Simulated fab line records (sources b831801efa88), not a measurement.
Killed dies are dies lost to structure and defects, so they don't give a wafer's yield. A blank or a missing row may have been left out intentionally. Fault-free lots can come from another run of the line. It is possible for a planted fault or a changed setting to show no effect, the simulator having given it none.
8D (eight disciplines) problem report, filled in by code ; flow sky130 ; the parts of the form that need people (team, actions taken, sign-off) are left out

1. WHAT WENT WRONG
Wafers free of any fault read 179.6 nm (standard deviation 1.6) for POLY_GATE_CVD_00_THK at SKY_POLY_GATE_THK_MEAS_01, against a mean of 124.9 nm on 6 wafers of 2 lots. Measured from the usual mean, that is -34 standard deviations.
Seen first at day 14 20:06 on film metro-04, wafer L729.1. At this step, 33 wafers from 11 lots have a number in the record. The rule behind "out" and "out of limits": a value lying over 4 standard deviations away from the usual mean. The other wafers with a number count as sound.

2. WHAT IT IS, WHAT IT ISN'T
question;is;is not
which readings at this step;POLY_GATE_CVD_00_THK;-
which lots;L729, L730;L726, L728, L739, L740, L741, L744, L747, L748, L749
which wafers of those lots;all that have a number;-
read on which gauges;film metro-03, film metro-04;film metro-02
when;from day 14 20:06;"up to then (6 sound wafers); but 21 sound wafers of L739, L740, L741, L744, L747, L748, L749 came after"

3. WHAT RULES OUT EACH SUSPECT
Counting: any tool at a process step up to the reading is kept as a suspect provided that every lot that is out went through it and no sound lot did after the first of them.
- ruled out: the gauge at SKY_POLY_GATE_THK_MEAS_01. The wafers that are out were read on 2 gauges (film metro-03, film metro-04).
- rie si-02 at SKY_FIELD_ISO_ETCH_17 (etches Si in HBr/Cl2/O2, target depth 342 nm, time 97.7 s): ruled out as a lasting fault. After its first lot that is out, L729 (day 2 21:44), sound lots L740, L741, L744, L747 ran on it.
- plasma asher-04 at SKY_NWELL_STRIP_14 (strips in O2/N2): ruled out as a lasting fault. After its first lot that is out, L729 (day 5 06:31), sound lots L740, L747, L749 ran on it.
- lpcvd-01 at SKY_POLY_GATE_CVD_00 (deposits poly-Si, target thk 180 nm, time 720 s): ruled out as a lasting fault. After its first lot that is out, L729 (day 14 18:54), sound lots L739, L740, L741, L744, L747, L748, L749 ran on it.
Left after counting: nothing in the record.

4. THE CAUSE (what the simulator had put in)
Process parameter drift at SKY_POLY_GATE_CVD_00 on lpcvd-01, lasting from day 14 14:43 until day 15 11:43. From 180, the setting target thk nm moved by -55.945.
Counting ruled it out, wrongly: the rule takes a fault to strike every lot that its tool runs from its start on, and this one did not.

5. THE EFFECT CHAIN, in route order
Rows list readings where the struck wafers' mean (over those with a number) sits beyond 3 standard deviations from the usual. Scope: only readings with a usual standard deviation given in the record; hours: median across lots of the time from each lot's start at the first step in this table that gives one to its start at this step; sigmas: change in usual standard deviations.
hours;step;reading;usual;on struck wafers;change;sigmas
0;SKY_POLY_GATE_THK_MEAS_01;POLY_GATE_CVD_00_THK;179.6 nm;124.9;-54.7;-34
57;SKY_POLY_GATE_ETCH_17;oes product au;0.983 a.u.;0.771;-0.212;-32
Here are the process steps it includes:
- SKY_POLY_GATE_ETCH_17: etches poly-Si in HBr/Cl2, stops on SiO2, target depth 180 nm, time 70.5 s.
At these later measuring or inspecting steps, every struck wafer for which the step has a row has a number for every such reading, and none has moved that far: SKY_LDD_N_OVL_MEAS_07.

6. HOW IT WOULD HAVE BEEN CAUGHT EARLIER
Counted from the fault's start at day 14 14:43, it took 5 hours until the first out-of-limits reading at a measuring or inspecting step in this record, taken at day 14 20:06.
Tool readings at SKY_POLY_GATE_CVD_00 with a usual standard deviation given in the record: none out on any struck wafer, hence no alarm at a limit of 4 standard deviations on them.
